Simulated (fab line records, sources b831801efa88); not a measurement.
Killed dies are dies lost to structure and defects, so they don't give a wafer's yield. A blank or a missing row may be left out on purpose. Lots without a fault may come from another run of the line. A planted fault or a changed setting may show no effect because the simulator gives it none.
Chamber matching | flow gf180mcu | GF_V2_CVD_02 on pecvd-03: 3 sister chambers
The step deposits SiO2 from TEOS, target thk 850 nm, time 94.851 s. 20 wafers are shown with their chamber, then 10 later ones without.

WAFERS WITH THEIR CHAMBER
wafer  | chamber | heater_power_w (W)
L080.1 | 2       | 689
L080.2 | 0       | 515
L080.4 | 2       | 549
L082.1 | 2       | 630
L082.4 | 2       | 635
L082.5 | 1       | 545
L084.2 | 2       | 660
L084.3 | 2       | 676
L084.4 | 0       | 538
L087.1 | 0       | 440
L087.2 | 2       | 570
L087.6 | 0       | 489
L090.1 | 1       | 643
L090.2 | 0       | 530
L090.6 | 2       | 674
L091.3 | 2       | 691
L091.4 | 2       | 522
L091.6 | 0       | 519
L092.1 | 2       | 559
L092.3 | 1       | 628

SIGNATURES (means of the wafers above)
reading        | chamber 0 | chamber 1 | chamber 2 | scatter within a chamber
heater_power_w | 505.17    | 605.33    | 623.18    | 54.6
Rule: a wafer's distance from a chamber is the root of the sum, over the readings, of the square of ((its reading less the chamber's mean) divided by the reading's scatter). The wafer belongs to the nearest chamber; if the next one is less than 2 further off, it can't be placed. The scatter: the root of (the sum of the squares of (reading less its chamber's mean) over the shown wafers, divided by (wafers less chambers)).

WAFERS WITHOUT THEIR CHAMBER
wafer  | heater_power_w (W)
L092.5 | 615
L094.2 | 688
L094.4 | 421
L094.6 | 529
L095.1 | 575
L095.3 | 520
L095.4 | 557
L096.3 | 461
L096.4 | 686
L096.6 | 546

WHICH CHAMBER EACH WENT THROUGH
wafer  | from the rows above          | in truth
L092.5 | can't be placed: 2 or 1 or 0 | 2
L094.2 | can't be placed: 2 or 1      | 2
L094.4 | can't be placed: 0 or 1      | 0
L094.6 | can't be placed: 0 or 1 or 2 | 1
L095.1 | can't be placed: 1 or 2 or 0 | 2
L095.3 | can't be placed: 0 or 1 or 2 | 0
L095.4 | can't be placed: 1 or 0 or 2 | 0
L096.3 | can't be placed: 0 or 1      | 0
L096.4 | can't be placed: 2 or 1      | 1
L096.6 | can't be placed: 0 or 1 or 2 | 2
Placed correctly: 0 of 10. Can't be placed from these rows: 10 (the true chamber is among the candidates in 10). Placed wrongly: 0.
